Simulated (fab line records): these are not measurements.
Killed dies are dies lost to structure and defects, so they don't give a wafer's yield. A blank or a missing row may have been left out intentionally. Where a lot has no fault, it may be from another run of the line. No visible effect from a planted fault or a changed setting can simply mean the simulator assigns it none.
2 desks looking at one fault | flow sky130 | each desk holds nothing but its own numbers, with what lay behind them at the end

== FOR THE TOOL OWNER'S DESK: cvdW-01 ==
The tool's own readings at SKY_VIA2_CVD_21 (deposits W, target thk 420 nm, time 126.4 s): means of the sampled wafers that have a number, for each lot that ran on this tool. Any lot whose mean is over 4 standard deviations away from the usual mean is out of limits and marked OUT; that distance is given in the brackets.
Columns: A = chamberPressureTorr at SKY_VIA2_CVD_21, usual 40.00 Torr; B = heaterPowerW at SKY_VIA2_CVD_21, usual 789 W
lot  | first seen here | A               | B
L839 | day 35 23:47    | 40.01           | 783
L840 | day 36 12:47    | 40.04           | 783
L845 | day 38 11:56    | 39.96           | 785
L847 | day 39 16:20    | 40.01           | 723
L853 | day 40 16:56    | 37.78 (-26) OUT | 713
L854 | day 40 21:28    | 37.74 (-26) OUT | 721
This desk finds L853, L854 out of limits, L853 being first, at day 40 16:56 (chamberPressureTorr at SKY_VIA2_CVD_21). L839, L840, L845, L847: within limits.

== THE METROLOGY DESK ==
Means of the sampled wafers that have a number, per lot and without regard to the tool the lot ran on: this is what the gauges read. Any lot whose mean is over 4 standard deviations away from the usual mean is out of limits and marked OUT; that distance is given in the brackets.
Columns: A = VIA2_W_RS at SKY_VIA2_RS_MEAS_22, usual 0.273 ohm/sq; B = VIA2_W_THK at SKY_VIA2_THK_MEAS_23, usual 422 nm; C = CAPM_TIN_RS at SKY_CAPM_RS_MEAS_03, usual 6.88 ohm/sq
lot  | first seen here | A     | B   | C
L839 | day 35 23:55    | 0.267 | 426 | 6.84
L840 | day 36 12:55    | 0.266 | 430 | 6.79
L842 | day 38 06:43    | 0.279 | 414 | 6.89
L845 | day 38 12:04    | 0.268 | 439 | 6.96
L847 | day 39 16:28    | 0.269 | 423 | 6.85
L853 | day 40 17:05    | 0.276 | 408 | 6.80
L854 | day 40 21:36    | 0.276 | 408 | 6.94
L856 | day 41 12:48    | 0.274 | 418 | 6.90
L857 | day 41 22:05    | 0.278 | 411 | 7.01
L859 | day 42 14:45    | 0.274 | 425 | 6.87
This desk's finding: nothing out of limits on any of the 10 lots.

== PUT TOGETHER ==
On L853, L854, at day 40 16:56, an alarm was possible from the tool owner's desk.
The metrology desk saw nothing out of limits.
The metrology desk holds a record of L853, L854, inside its limits.
The lots listed all ran SKY_VIA2_CVD_21 on cvdW-01.

== WHAT THE SIMULATOR PUT IN ==
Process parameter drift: cvdW-01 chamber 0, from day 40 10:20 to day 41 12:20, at SKY_VIA2_CVD_21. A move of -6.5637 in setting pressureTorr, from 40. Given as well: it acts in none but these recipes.
Struck lots among those shown: L853, L854.
Delay in hours, fault start to first out-of-limits reading, by desk: the tool owner's desk at 7.
